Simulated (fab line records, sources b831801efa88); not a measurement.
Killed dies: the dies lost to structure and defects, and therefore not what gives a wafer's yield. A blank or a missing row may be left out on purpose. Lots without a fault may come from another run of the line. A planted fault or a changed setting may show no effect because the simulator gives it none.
fab line records	flow sky130
[record] lots = 7	wafers = 21	lastDay = 49
route steps=708 shown VIA2@519 PAD_OPEN@708
lots with no fault: from the same line, run without faults
startH: the number of hours between the record's first day and the start of the first shown wafer of the lot	waitH: time in hours since the lot's previous step	" same as the row above	L1.1+2: one row covering several wafers at once	- no value, or no start given	* or withheld: withheld	< > ~ a bound
route shown NAME@n: a module of which the file shows steps, and the number in the route of the first	usual: mean/standard deviation of fault-free wafers	same: alike in all rows	chamber/n: place in a boat	sites: each site's reading	_std_site: the values' standard deviation	_edge_site: mean of outer sites minus mean of inner sites	radiusMm: for every site, how far away it sits from the centre of the wafer	mask NAME#n: copy n	behind: the last tool/chamber to shape the wafer	hold: why the lot was held/for how many hours/how that ended	device: which transistor (n, p or np) failed to switch	end of line: tests run on the same wafers once the route is complete	step lacking rows: just its recipe	killed: at the first sort, the dies lost to defects and structure; wafer yield is something else	map: per-die view of a wafer (x killed, . not killed, _ where there is no die)
set.NAME: setting as actually run; set.NAME@STEP: the setting as run at that earlier step	model.NAME: the simulator's own value behind a step, which no gauge read
lots at selected steps of the route; one table per step, one row per wafer
services: the hour from which a tool's chamber was out of use, counted from the record's first day as startH (under 0 if before that day), plus the number of hours and why
[[steps]]
[step SKY_VIA2_CD_MEAS_12]
[recipe] targetCdNm = 200
[usual] cdNm = 200.1/1.7
lot.wafer	tool	chamber	startH	waitH	cdNm
L182.4	cdSem-01	-	845.50	-	198.7
L182.5	"	-	"	"	198.7
L182.6	"	-	"	"	199.0
L191.1	cdSem-02	-	914.77	-	201.3
L191.2	"	-	"	"	201.3
L191.4	"	-	"	"	200.7
L193.1	cdSem-02	-	930.24	-	198.5
L193.2	"	-	"	"	199.2
L193.5	"	-	"	"	197.3
L199.2	cdSem-01	-	968.24	-	199.4
L199.3	"	-	"	"	199.2
L199.4	"	-	"	"	200.2
L200.2	cdSem-01	-	977.69	-	199.6
L200.5	"	-	"	"	199.5
L200.6	"	-	"	"	199.6
L201.1	cdSem-02	-	983.15	-	200.7
L201.2	"	-	"	"	199.9
L201.5	"	-	"	"	200.9
L202.1	cdSem-02	-	985.85	-	200.4
L202.2	"	-	"	"	202.3
L202.5	"	-	"	"	201.4
[step SKY_VIA2_OVL_MEAS_13]
[usual] VIA2_OVL = -1/5.4
lot.wafer	tool	chamber	startH	waitH	VIA2_OVL[nm]
L182.4	overlay-02	-	845.58	0.1	-3
L182.5	"	-	"	"	1
L182.6	"	-	"	"	4
L191.1	overlay-02	-	914.89	0.1	-3
L191.2	"	-	"	"	-5
L191.4	"	-	"	"	-5
L193.1	overlay-02	-	930.36	0.1	-7
L193.2	"	-	"	"	-5
L193.5	"	-	"	"	-3
L199.2	overlay-01	-	968.35	0.1	3
L199.3	"	-	"	"	4
L199.4	"	-	"	"	0
L200.2	overlay-02	-	977.80	0.1	5
L200.5	"	-	"	"	2
L200.6	"	-	"	"	6
L201.1	overlay-01	-	983.27	0.1	-3
L201.2	"	-	"	"	0
L201.5	"	-	"	"	3
L202.1	overlay-01	-	985.97	0.1	-8
L202.2	"	-	"	"	-3
L202.5	"	-	"	"	-12
[step SKY_VIA2_ETCH_14]
[recipe] chemistry = N2/H2	target = BARC	ionEnergyEv = 200	sourceW = 500	biasW = 100	pressureMtorr = 30	n2FlowSccm = 100	h2FlowSccm = 200	stopOn = SiO2	timeS = 45.9	targetDepthA = 600
[usual] drypumpMotorCurrentA = 5.8/0.32	oesProductAu = 0.854/0.0049	rfFwdPowerW = 495.6/1.9	throttleValvePct = 13.225/0.0085
[same] timeS = 45.9
lot.wafer	tool	chamber	startH	waitH	drypumpMotorCurrentA	oesProductAu	rfFwdPowerW	rfHoursCounterH	throttleValvePct
L182.4	rieDiel-04	1	845.60	0.0	6.2	0.852	492.2	13	13.231
L182.5	"	1	"	"	6.1	0.852	494.0	-	13.231
L182.6	"	0	"	"	6.3	0.859	493.6	-	13.226
L191.1	rieDiel-01	2	914.93	0.0	5.7	0.860	493.7	8	13.232
L191.2	"	1	"	"	5.4	0.856	499.3	12	13.226
L191.4	"	0	"	"	5.7	0.850	495.0	6	13.222
L193.1	rieDiel-04	3	930.40	0.0	5.7	0.855	496.1	14	13.218
L193.2	"	2	"	"	6.0	0.849	496.5	14	13.231
L193.5	"	1	"	"	6.2	0.867	493.9	-	13.234
L199.2	rieDiel-04	0	968.38	0.0	6.2	0.861	494.0	5	13.216
L199.3	"	2	"	"	6.0	0.854	496.3	15	13.228
L199.4	"	3	"	"	5.7	0.851	495.5	15	13.216
L200.2	rieDiel-01	1	977.83	0.0	5.4	0.856	496.2	14	13.209
L200.5	"	0	"	"	5.7	0.854	495.6	-	13.239
L200.6	"	3	"	"	6.0	0.854	495.7	-	13.211
L201.1	rieDiel-02	2	983.31	0.0	5.1	0.851	493.9	14	13.230
L201.2	"	1	"	"	5.4	0.846	494.3	12	13.203
L201.5	"	0	"	"	5.9	0.848	493.8	-	13.236
L202.1	rieDiel-04	1	986.01	0.0	6.2	0.848	494.7	17	13.214
L202.2	"	0	"	"	6.3	0.852	495.1	6	13.220
L202.5	"	3	"	"	5.7	0.856	496.9	-	13.229
[step SKY_VIA2_ETCH_15]
[recipe] target = SiO2	chemistry = C4F8/O2/Ar	targetDepthNm = 546	stopOn = TiN	maskMaterial = KrF-thick	sourceW = 1500	biasW = 1200	pressureMtorr = 40	c4f8FlowSccm = withheld	O2_flow_sccm = 6	Ar_flow_sccm = 300	timeS = 84
[usual] oesProductAu = 0.939/0.0042	rfFwdPowerW = 1491/5
[same] timeS = 84
lot.wafer	tool	chamber	startH	waitH	oesProductAu	rfFwdPowerW	rfHoursCounterH
L182.4	rieDiel-04	1	845.64	0.0	0.934	1491	13
L182.5	"	1	"	"	0.943	1487	-
L182.6	"	0	"	"	0.939	1475	-
L191.1	rieDiel-01	2	914.97	0.0	0.944	1490	8
L191.2	"	1	"	"	0.942	1495	12
L191.4	"	0	"	"	0.937	1492	6
L193.1	rieDiel-04	3	930.44	0.0	0.931	1488	14
L193.2	"	2	"	"	0.946	1492	14
L193.5	"	1	"	"	0.943	1483	-
L199.2	rieDiel-04	0	968.42	0.0	0.941	1493	5
L199.3	"	2	"	"	0.944	1497	15
L199.4	"	3	"	"	0.936	1502	15
L200.2	rieDiel-01	1	977.87	0.0	0.937	1492	14
L200.5	"	0	"	"	0.930	1490	-
L200.6	"	3	"	"	0.940	1493	-
L201.1	rieDiel-02	2	983.35	0.0	0.945	1491	14
L201.2	"	1	"	"	0.936	1495	12
L201.5	"	0	"	"	0.936	1487	-
L202.1	rieDiel-04	1	986.05	0.0	0.940	1496	17
L202.2	"	0	"	"	0.934	1495	6
L202.5	"	3	"	"	0.934	1497	-
[step SKY_VIA2_STRIP_16]
[recipe] chemistry = O2/N2	powerW = 1400	pressureMtorr = 1500	platenTempC = withheld	o2FlowSccm = 3000	n2FlowSccm = 300	overashFraction = 0.5
[usual] drypumpMotorCurrentA = 5.5/0.36	oesProductAu = 0.398/0.0049	stripTimeToEndpointS = 4.036/0.024
lot.wafer	tool	chamber	startH	waitH	drypumpMotorCurrentA	oesProductAu	rfHoursCounterH	stripTimeToEndpointS
L182.4	plasmaAsher-03	0	845.73	0.1	5.4	0.396	-	4.027
L182.5	"	0	"	"	5.4	0.398	-	4.005
L182.6	"	1	"	"	5.0	0.401	-	4.053
L191.1	plasmaAsher-02	0	915.03	0.0	5.6	0.396	18	4.041
L191.2	"	1	"	"	5.2	0.401	18	4.048
L191.4	"	1	"	"	5.2	0.396	-	4.013
L193.1	plasmaAsher-03	0	930.50	0.0	5.5	0.407	83	4.054
L193.2	"	1	"	"	4.9	0.401	83	4.060
L193.5	"	0	"	"	5.5	0.405	-	4.046
L199.2	plasmaAsher-02	0	968.48	0.0	5.6	0.393	23	4.061
L199.3	"	1	"	"	5.1	0.399	-	4.063
L199.4	"	0	"	"	5.6	0.404	-	4.064
L200.2	plasmaAsher-03	1	977.93	0.0	5.0	0.400	87	4.050
L200.5	"	1	"	"	5.0	0.394	-	4.015
L200.6	"	0	"	"	5.4	0.404	-	4.057
L201.1	plasmaAsher-04	0	983.41	0.0	6.1	0.408	111	4.074
L201.2	"	1	"	"	5.7	0.399	111	4.046
L201.5	"	1	"	"	5.7	0.399	-	4.081
L202.1	plasmaAsher-02	0	986.11	0.0	5.7	0.395	25	4.001
L202.2	"	1	"	"	5.2	0.396	25	4.009
L202.5	"	1	"	"	5.2	0.406	-	3.984
[step SKY_VIA2_STRIP_17]
[recipe] chemistry = postEtchResidueRemover	timeS = 1200	tempC = 72.5
[step SKY_VIA2_CLEAN_18]
[recipe] chemistry = IPA	timeS = 180	tempC = 25
[step SKY_VIA2_CLEAN_19]
[recipe] chemistry = O3/DIW	dry = n2Spin
[step SKY_VIA2_SPUTTER_20]
[recipe] material = TiN	targetThkNm = 20	chamberPressurePa = 5	powerW = 4000	timeS = 80
[usual] chamberPressurePa = 5.000/0.01	throttleValvePct = 30.1/0.73
[same] timeS = 80
lot.wafer	tool	chamber	startH	waitH	chamberPressurePa	throttleValvePct
L182.4	pvdSputter-01	-	846.29	0.0	4.989	29.4
L182.5	"	-	"	"	5.005	29.5
L182.6	"	-	"	"	4.985	31.0
L191.1	pvdSputter-02	-	915.65	0.0	5.002	30.2
L191.2	"	-	"	"	5.006	29.8
L191.4	"	-	"	"	4.992	28.7
L193.1	pvdSputter-01	-	931.09	0.0	4.992	30.7
L193.2	"	-	"	"	5.012	29.0
L193.5	"	-	"	"	5.005	29.7
L199.2	pvdSputter-01	-	969.08	0.0	5.008	28.8
L199.3	"	-	"	"	4.989	31.1
L199.4	"	-	"	"	4.992	30.7
L200.2	pvdSputter-02	-	978.53	0.0	5.002	30.8
L200.5	"	-	"	"	4.988	29.9
L200.6	"	-	"	"	5.008	28.9
L201.1	pvdSputter-03	-	984.04	0.0	4.990	30.5
L201.2	"	-	"	"	4.996	30.4
L201.5	"	-	"	"	5.005	30.0
L202.1	pvdSputter-01	-	986.70	0.0	5.006	29.0
L202.2	"	-	"	"	5.003	29.8
L202.5	"	-	"	"	4.987	30.5
[step SKY_VIA2_CVD_21]
[recipe] material = W	targetThkNm = 420	timeS = 126.4	tempC = 400	pressureTorr = 40
[usual] heaterPowerW = 831/79
[same] timeS = 126.4
lot.wafer	tool	chamber	startH	waitH	heaterPowerW
L182.4	cvdW-01	0	846.40	0.1	876
L182.5	"	0	"	"	857
L182.6	"	1	"	"	761
L191.1	cvdW-02	1	915.71	0.0	910
L191.2	"	0	"	"	912
L191.4	"	1	"	"	923
L193.1	cvdW-01	1	931.28	0.2	723
L193.2	"	0	"	"	836
L193.5	"	1	"	"	706
L199.2	cvdW-02	1	969.14	0.0	901
L199.3	"	0	"	"	907
L199.4	"	1	"	"	915
L200.2	cvdW-02	0	978.59	0.0	935
L200.5	"	0	"	"	888
L200.6	"	1	"	"	917
L201.1	cvdW-02	1	984.10	0.0	906
L201.2	"	0	"	"	893
L201.5	"	0	"	"	903
L202.1	cvdW-01	0	986.76	0.0	837
L202.2	"	1	"	"	719
L202.5	"	1	"	"	712
[step SKY_VIA2_RS_MEAS_22]
[recipe] thkMeasGauge = four-point-probe	reads = W_of_VIA2_CVD_21+TiN_of_VIA2_SPUTTER_20
[usual] VIA2_W_RS = 0.2757/0.0027
lot.wafer	tool	chamber	startH	waitH	VIA2_W_RS[ohm/sq]
L182.4	filmMetro-02	-	846.54	0.1	0.2788
L182.5	"	-	"	"	0.2748
L182.6	"	-	"	"	0.2775
L191.1	filmMetro-01	-	915.84	0.1	0.2784
L191.2	"	-	"	"	0.2756
L191.4	"	-	"	"	0.2782
L193.1	filmMetro-01	-	931.41	0.1	0.2760
L193.2	"	-	"	"	0.2732
L193.5	"	-	"	"	0.2743
L199.2	filmMetro-02	-	969.29	0.1	0.2804
L199.3	"	-	"	"	0.2781
L199.4	"	-	"	"	0.2793
L200.2	filmMetro-01	-	978.75	0.1	0.2729
L200.5	"	-	"	"	0.2745
L200.6	"	-	"	"	0.2743
L201.1	filmMetro-02	-	984.23	0.1	0.2769
L201.2	"	-	"	"	0.2767
L201.5	"	-	"	"	0.2766
L202.1	filmMetro-01	-	986.89	0.1	0.2755
L202.2	"	-	"	"	0.2735
L202.5	"	-	"	"	0.2774
[step SKY_VIA2_THK_MEAS_23]
[recipe] thkMeasGauge = xrf	reads = W_of_VIA2_CVD_21
[usual] VIA2_W_THK = 419/8
lot.wafer	tool	chamber	startH	waitH	VIA2_W_THK[nm]
L182.4	filmMetro-02	-	846.63	0.1	411
L182.5	"	-	"	"	416
L182.6	"	-	"	"	413
L191.1	filmMetro-01	-	915.96	0.1	416
L191.2	"	-	"	"	422
L191.4	"	-	"	"	417
L193.1	filmMetro-01	-	931.53	0.1	420
L193.2	"	-	"	"	423
L193.5	"	-	"	"	420
L199.2	filmMetro-02	-	969.40	0.1	407
L199.3	"	-	"	"	408
L199.4	"	-	"	"	409
L200.2	filmMetro-01	-	978.86	0.1	425
L200.5	"	-	"	"	420
L200.6	"	-	"	"	422
L201.1	filmMetro-02	-	984.35	0.1	414
L201.2	"	-	"	"	416
L201.5	"	-	"	"	415
L202.1	filmMetro-01	-	987.01	0.1	419
L202.2	"	-	"	"	420
L202.5	"	-	"	"	416
[step SKY_VIA2_CMP_24]
[recipe] stopOn = SiO2	tOverpolishS = 20	downForcePsi = 3.5	platenRpm = 60	targetThkNm = 0	padVelocityMS = 0.94248
[usual] edgeZonePressureFrac = 1.000/0.0049	headPressurePsi = 3.500/0.0071	motorCurrentA = 11.1/0.91	overpolishRunS = 19.999/0.0092	timeToEndpointS = 101/3.1
lot.wafer	tool	chamber	startH	waitH	edgeZonePressureFrac	headPressurePsi	motorCurrentA	overpolishRunS	timeToEndpointS	model.W_of_VIA2_CVD_21.thkNm	model.SiO2_of_VIA2_HDPCVD_00.thkNm
L182.4	cmp-02	0	846.81	0.2	1.005	3.482	11.7	19.989	103	0	491.1
L182.5	"	1	"	"	0.997	3.504	12.4	19.997	97	0	490.8
L182.6	"	2	"	"	0.995	3.504	11.0	20.003	99	0	491.4
L191.4	cmp-02	3	916.02	0.0	1.001	3.495	11.1	19.996	104	0	490.8
L191.2	"	0	"	"	0.999	3.498	12.3	19.985	103	0	490.2
L191.1	"	2	"	"	1.001	3.506	11.7	19.995	107	0	490.5
L193.2	cmp-02	2	931.59	0.0	0.996	3.503	11.7	20.015	100	0	489.6
L193.1	"	1	"	"	0.993	3.495	11.6	19.997	99	0	490.2
L193.5	"	2	"	"	1.001	3.493	11.5	20.000	103	0	489.2
L199.2	cmp-01	3	969.45	0.0	-	-	-	-	-	409.3	494.2
L199.4	"	0	"	"	-	-	-	-	-	410.3	495
L199.3	"	2	"	"	-	-	-	-	-	411.6	494.9
L200.2	cmp-02	2	978.91	0.0	-	-	-	-	-	418.2	496.1
L200.6	"	2	"	"	-	-	-	-	-	416.1	496.4
L200.5	"	3	"	"	-	-	-	-	-	416.3	496
L201.1	cmp-01	3	984.41	0.1	-	-	-	-	-	413.9	494.4
L201.2	"	2	"	"	-	-	-	-	-	414.7	494.5
L201.5	"	3	"	"	-	-	-	-	-	414	494.4
L202.2	cmp-01	3	987.12	0.1	0.999	3.495	9.5	20.003	105	0	490.8
L202.1	"	1	"	"	0.997	3.490	10.9	19.991	105	0	491.1
L202.5	"	2	"	"	1.005	3.488	11.5	19.991	102	0	490.6
[step SKY_PAD_OPEN_PROBE_99]
[usual] defectLimitedYield = 82.2/1.9	killed_at_M0_to_M3 = 43/6.5	killed_at_M4_up = 3.5/1.9	killedAtContacts = 24/5.4	killedAtFrontEnd = 16/4.8	killedAtOther = 0.4/0.64	killedDies = 87/9.4	killedOnRim = 18/4.1	killedOpen = 47/7	killedShort = 40/6.3	sort_bin_3_pad_short = 0.9/0.4	sort_bin_5_function = 10.5/1.4	sort_bin_6_memory = 6.3/1.1	sortNPass = 405/9.4	sortYieldPct = 82.2/1.9
[same] grossDies = 492	killedAtBackSide = 0	sort_bin_4_leakage[%] = 0	sort_bin_8_speed[%] = 0
lot.wafer	tool	chamber	startH	waitH	defectLimitedYield[%]	killed_at_M0_to_M3	killed_at_M4_up	killedAtContacts	killedAtFrontEnd	killedAtOther	killedDies	killedOnRim	killedOpen	killedShort	sort_bin_3_pad_short[%]	sort_bin_5_function[%]	sort_bin_6_memory[%]	sortNPass	sortYieldPct[%]
L182.4	prober-02	-	1072.74	0.2	79.9	43	4	31	21	0	99	22	53	45	1.2	12.4	6.5	393	79.9
L182.5	prober-02	-	1072.79	0.2	84.1	29	4	27	18	0	78	22	35	42	1.4	8.3	6.1	414	84.1
L182.6	prober-02	-	1072.84	0.2	81.3	54	0	23	14	1	92	20	60	30	0.8	10.6	7.3	400	81.3
L191.1	prober-02	-	1126.81	0.1	85.4	37	3	17	15	0	72	16	38	34	0.6	8.3	5.7	420	85.4
L191.2	prober-02	-	1126.86	0.1	82.9	40	2	25	16	1	84	12	46	38	1.2	11.2	4.7	408	82.9
L191.4	prober-02	-	1126.96	0.2	80.7	44	7	28	16	0	95	12	54	40	1.2	10.8	7.3	397	80.7
L193.1	prober-01	-	1141.81	0.1	85.2	39	5	18	9	2	73	12	35	36	1.0	9.3	4.5	419	85.2
L193.2	prober-01	-	1141.86	0.1	80.5	38	3	39	15	1	96	22	57	38	0.6	13.0	5.9	396	80.5
L193.5	prober-01	-	1142.01	0.2	80.1	41	8	28	21	0	98	19	52	45	0.4	12.4	7.1	394	80.1
L199.2	prober-01	-	1168.36	0.1	0	448	4	23	17	0	492	96	47	33	84.1	9.6	6.3	0	0
L199.3	prober-01	-	1168.41	0.2	0	465	3	15	9	0	492	96	35	33	87.0	7.9	5.1	0	0
L199.4	prober-01	-	1168.46	0.2	0	456	3	20	13	0	492	96	46	30	85.2	8.3	6.5	0	0
L200.2	prober-02	-	1174.64	0.1	0	449	6	14	23	0	492	96	46	35	84.6	8.9	6.5	0	0
L200.5	prober-02	-	1174.79	0.2	0	442	3	29	17	1	492	96	47	39	82.5	11.8	5.7	0	0
L200.6	prober-02	-	1174.84	0.2	0	451	3	13	24	1	492	96	37	46	83.7	11.0	5.3	0	0
L201.1	prober-01	-	1179.54	0.1	0	454	1	24	13	0	492	96	46	29	85.2	10.2	4.7	0	0
L201.2	prober-01	-	1179.59	0.1	0	448	4	25	15	0	492	96	48	40	83.5	9.1	7.3	0	0
L201.5	prober-01	-	1179.74	0.2	0	445	3	21	23	0	492	96	57	32	82.7	11.0	6.3	0	0
L202.1	prober-02	-	1181.39	0.1	79.9	41	3	30	25	0	99	24	59	40	0.4	13.6	6.1	393	79.9
L202.2	prober-02	-	1181.44	0.1	85.8	35	3	21	11	0	70	13	37	33	0.4	8.7	5.1	422	85.8
L202.5	prober-02	-	1181.59	0.2	82.1	39	4	31	14	0	88	16	52	36	1.0	9.6	7.3	404	82.1
// killed by level:class
L182.4 VIA1:geometricParticle:open=10 VIA2:geometricParticle:open=8 LI_CONTACT:geometricParticle:open=8 LOCAL_INTERCONNECT:geometricParticle:short=8 METAL2:geometricParticle:short=7 FIELD_ISO:geometricParticle:open=5 FIELD_ISO:geometricParticle:short=5 CONTACT:geometricParticle:open=5
L182.5 CONTACT:geometricParticle:open=10 LOCAL_INTERCONNECT:geometricParticle:short=7 CONTACT:geometricParticle:short=7 METAL2:geometricParticle:short=7 FIELD_ISO:geometricParticle:open=4 VIA1:geometricParticle:open=4 VIA2:geometricParticle:open=4 VIA3:geometricParticle:open=4
L182.6 CONTACT:geometricParticle:open=13 VIA2:geometricParticle:open=11 VIA1:geometricParticle:open=10 VIA3:geometricParticle:open=10 VIA3:geometricParticle:short=5 FIELD_ISO:geometricParticle:open=4 POLY_GATE:geometricParticle:open=4 CONTACT:geometricParticle:short=4
L191.1 VIA1:geometricParticle:open=9 VIA2:geometricParticle:open=8 CONTACT:geometricParticle:open=8 FIELD_ISO:geometricParticle:short=6 LI_CONTACT:geometricParticle:open=5 VIA3:geometricParticle:open=5 VIA2:geometricParticle:short=4 LOCAL_INTERCONNECT:geometricParticle:short=3
L191.2 LI_CONTACT:geometricParticle:open=11 POLY_GATE:geometricParticle:short=7 CONTACT:geometricParticle:open=7 VIA1:geometricParticle:open=7 VIA2:geometricParticle:open=6 METAL2:geometricParticle:short=6 METAL1:geometricParticle:short=5 FIELD_ISO:geometricParticle:open=3
L191.4 CONTACT:geometricParticle:open=14 VIA1:geometricParticle:open=8 METAL2:geometricParticle:short=7 LI_CONTACT:geometricParticle:open=6 VIA1:geometricParticle:short=6 VIA3:geometricParticle:open=6 VIA2:geometricParticle:open=5 SPACER:geometricParticle:open=4
L193.1 VIA1:geometricParticle:open=8 METAL1:geometricParticle:short=6 LOCAL_INTERCONNECT:geometricParticle:short=5 CONTACT:geometricParticle:open=5 VIA1:geometricParticle:short=5 METAL2:geometricParticle:short=5 VIA2:geometricParticle:open=5 LI_CONTACT:geometricParticle:short=3
L193.2 CONTACT:geometricParticle:open=17 VIA1:geometricParticle:open=13 VIA2:geometricParticle:open=8 CONTACT:geometricParticle:short=7 LI_CONTACT:geometricParticle:short=6 LOCAL_INTERCONNECT:geometricParticle:short=4 VIA3:geometricParticle:open=4 METAL3:geometricParticle:short=4
L193.5 CONTACT:geometricParticle:open=11 FIELD_ISO:geometricParticle:short=9 VIA1:geometricParticle:open=8 FIELD_ISO:geometricParticle:open=6 VIA3:geometricParticle:open=6 LOCAL_INTERCONNECT:geometricParticle:short=6 VIA1:geometricParticle:short=6 METAL4:geometricParticle:short=6
L199.2 VIA2:areaCmp=411 CONTACT:geometricParticle:open=9 VIA2:geometricParticle:open=6 VIA1:geometricParticle:open=6 LI_CONTACT:geometricParticle:open=5 POLY_GATE:geometricParticle:open=4 POLY_GATE:geometricParticle:short=4 CONTACT:geometricParticle:short=4
L199.3 VIA2:areaCmp=424 VIA2:geometricParticle:open=7 CONTACT:geometricParticle:short=6 VIA3:geometricParticle:open=6 VIA1:geometricParticle:open=5 METAL3:geometricParticle:short=4 METAL2:geometricParticle:open=4 METAL2:geometricParticle:short=4
L199.4 VIA2:areaCmp=414 VIA2:geometricParticle:open=11 CONTACT:geometricParticle:open=9 METAL2:geometricParticle:short=9 VIA1:geometricParticle:open=8 FIELD_ISO:geometricParticle:short=4 VIA3:geometricParticle:open=4 LI_CONTACT:geometricParticle:open=4
L200.2 VIA2:areaCmp=411 VIA3:geometricParticle:open=8 METAL1:geometricParticle:short=7 POLY_GATE:geometricParticle:open=6 POLY_GATE:geometricParticle:short=5 CONTACT:geometricParticle:open=5 VIA2:geometricParticle:open=5 FIELD_ISO:geometricParticle:open=4
L200.5 VIA2:areaCmp=405 LI_CONTACT:geometricParticle:open=10 CONTACT:geometricParticle:open=10 VIA3:geometricParticle:open=8 METAL2:geometricParticle:short=6 FIELD_ISO:geometricParticle:open=5 CONTACT:geometricParticle:short=5 VIA1:geometricParticle:short=5
L200.6 VIA2:areaCmp=408 POLY_GATE:geometricParticle:short=9 METAL1:geometricParticle:short=9 FIELD_ISO:geometricParticle:open=6 VIA3:geometricParticle:short=6 VIA3:geometricParticle:open=5 FIELD_ISO:geometricParticle:short=4 LI_CONTACT:geometricParticle:open=4
L201.1 VIA2:areaCmp=417 VIA1:geometricParticle:open=11 CONTACT:geometricParticle:open=8 VIA1:geometricParticle:short=7 LI_CONTACT:geometricParticle:open=7 LOCAL_INTERCONNECT:geometricParticle:short=7 VIA3:geometricParticle:open=7 POLY_GATE:geometricParticle:open=6
L201.2 VIA2:areaCmp=404 VIA1:geometricParticle:open=13 LI_CONTACT:geometricParticle:open=7 CONTACT:geometricParticle:open=7 METAL2:geometricParticle:short=6 VIA2:geometricParticle:open=6 FIELD_ISO:geometricParticle:open=5 VIA3:geometricParticle:open=5
L201.5 VIA2:areaCmp=403 VIA1:geometricParticle:open=11 LI_CONTACT:geometricParticle:open=9 FIELD_ISO:geometricParticle:open=8 CONTACT:geometricParticle:open=8 VIA3:geometricParticle:open=6 VIA2:geometricParticle:open=5 POLY_GATE:geometricParticle:open=5
L202.1 LI_CONTACT:geometricParticle:open=12 VIA1:geometricParticle:open=10 FIELD_ISO:geometricParticle:short=9 VIA2:geometricParticle:open=8 CONTACT:geometricParticle:short=7 VIA3:geometricParticle:open=6 METAL2:geometricParticle:short=5 FIELD_ISO:geometricParticle:open=4
L202.2 VIA1:geometricParticle:open=11 CONTACT:geometricParticle:open=7 METAL2:geometricParticle:short=5 VIA2:geometricParticle:open=5 FIELD_ISO:geometricParticle:short=4 VIA2:geometricParticle:short=4 LI_CONTACT:geometricParticle:short=3 LI_CONTACT:geometricParticle:open=3
L202.5 LI_CONTACT:geometricParticle:open=13 VIA1:geometricParticle:open=11 VIA1:geometricParticle:short=7 CONTACT:geometricParticle:open=6 METAL2:geometricParticle:short=5 METAL1:geometricParticle:short=5 VIA3:geometricParticle:open=5 FIELD_ISO:geometricParticle:short=4
// map L199.2 (x killed, . not)
__________xxxxxxxxxx_________
________xxxxxxxxxxxxxx_______
______xxxxxxxxxxxxxxxxxx_____
_____xxxxxxxxxxxxxxxxxxxx____
____xxxxxxxxxxxxxxxxxxxxxx___
___xxxxxxxxxxxxxxxxxxxxxxxx__
__xxxxxxxxxxxxxxxxxxxxxxxxxx_
_xxxxxxxxxxxxxxxxxxxxxxxxxxxx
_xxxxxxxxxxxxxxxxxxxxxxxxxxxx
_xxxxxxxxxxxxxxxxxxxxxxxxxxxx
_xxxxxxxxxxxxxxxxxxxxxxxxxxxx
_xxxxxxxxxxxxxxxxxxxxxxxxxxxx
_xxxxxxxxxxxxxxxxxxxxxxxxxxxx
_xxxxxxxxxxxxxxxxxxxxxxxxxxxx
_xxxxxxxxxxxxxxxxxxxxxxxxxxxx
__xxxxxxxxxxxxxxxxxxxxxxxxxx_
___xxxxxxxxxxxxxxxxxxxxxxxx__
____xxxxxxxxxxxxxxxxxxxxxx___
_____xxxxxxxxxxxxxxxxxxxx____
______xxxxxxxxxxxxxxxxxx_____
________xxxxxxxxxxxxxx_______
__________xxxxxxxxxx_________
// map L200.2 (x killed, . not)
__________xxxxxxxxxx_________
________xxxxxxxxxxxxxx_______
______xxxxxxxxxxxxxxxxxx_____
_____xxxxxxxxxxxxxxxxxxxx____
____xxxxxxxxxxxxxxxxxxxxxx___
___xxxxxxxxxxxxxxxxxxxxxxxx__
__xxxxxxxxxxxxxxxxxxxxxxxxxx_
_xxxxxxxxxxxxxxxxxxxxxxxxxxxx
_xxxxxxxxxxxxxxxxxxxxxxxxxxxx
_xxxxxxxxxxxxxxxxxxxxxxxxxxxx
_xxxxxxxxxxxxxxxxxxxxxxxxxxxx
_xxxxxxxxxxxxxxxxxxxxxxxxxxxx
_xxxxxxxxxxxxxxxxxxxxxxxxxxxx
_xxxxxxxxxxxxxxxxxxxxxxxxxxxx
_xxxxxxxxxxxxxxxxxxxxxxxxxxxx
__xxxxxxxxxxxxxxxxxxxxxxxxxx_
___xxxxxxxxxxxxxxxxxxxxxxxx__
____xxxxxxxxxxxxxxxxxxxxxx___
_____xxxxxxxxxxxxxxxxxxxx____
______xxxxxxxxxxxxxxxxxx_____
________xxxxxxxxxxxxxx_______
__________xxxxxxxxxx_________
[[services]]
tool	chamber	startH	hours	kind
rieDiel-01	-	835.89	0.3	repair
plasmaAsher-04	-	839.36	3.5	repair
cmp-01	-	849.92	7.5	pm
rieDiel-01	3	860.37	-	clean
rieDiel-01	3	860.37	26.5	scheduledDown
cvdW-02	1	860.79	5.3	repair
pvdSputter-02	-	870.27	2.4	repair
rieDiel-02	1	887.22	10.5	repair
cmp-02	-	887.99	2.6	repair
plasmaAsher-03	-	889.01	2.0	repair
cvdW-01	-	904.00	14.0	pm
rieDiel-02	3	911.97	2.5	repair
cmp-02	-	912.00	4.0	pm
plasmaAsher-04	-	915.87	2.8	pm
cmp-02	-	916.32	6.9	pm
rieDiel-04	1	916.97	7.2	repair
cvdW-02	-	918.00	15.6	pm
plasmaAsher-03	-	924.04	1.0	repair
rieDiel-02	-	930.16	0.3	repair
cvdW-02	-	933.60	6.9	pm
pvdSputter-03	-	943.03	1.7	repair
plasmaAsher-02	-	958.20	0.5	repair
rieDiel-01	-	961.77	0.5	repair
pvdSputter-02	-	982.11	11.9	repair
[[key]]
[firstSign] step = SKY_VIA2_CMP_24	reading = toolRecord	direction = missing
[effect] step = SKY_PAD_OPEN_PROBE_99	reading = sort_bin_3_pad_short	direction = up	sigmas = 99+	usual = 0.9	struck = 84.3
[modelEffect] step = SKY_VIA2_CMP_24	value = W_of_VIA2_CVD_21.thkNm	without = 0	struck = 413.8
[moreKillsBornAt] SKY_VIA2_CMP_24@cmp-01 = 2464	SKY_VIA2_CMP_24@cmp-02 = 1224
metAt SKY_VIA2_CMP_24
struckWafers L199.2,L199.3,L199.4,L200.2,L200.5,L200.6,L201.1,L201.2,L201.5
laterRowsLeftOut L199.2,L199.3,L199.4,L200.2,L200.5,L200.6,L201.1,L201.2,L201.5
onsetBetween 931.59 969.45
[fault] kind = skippedStepWhole	tool = cmp-01,cmp-02	chamber = -	onsetH = 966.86	steps = SKY_VIA2_CMP_24	scope = struckLotsOnly
// laterRowsLeftOut: the simulator's readings of these wafers behind a module that went badly wrong aren't trusted and aren't shown, but for the sort
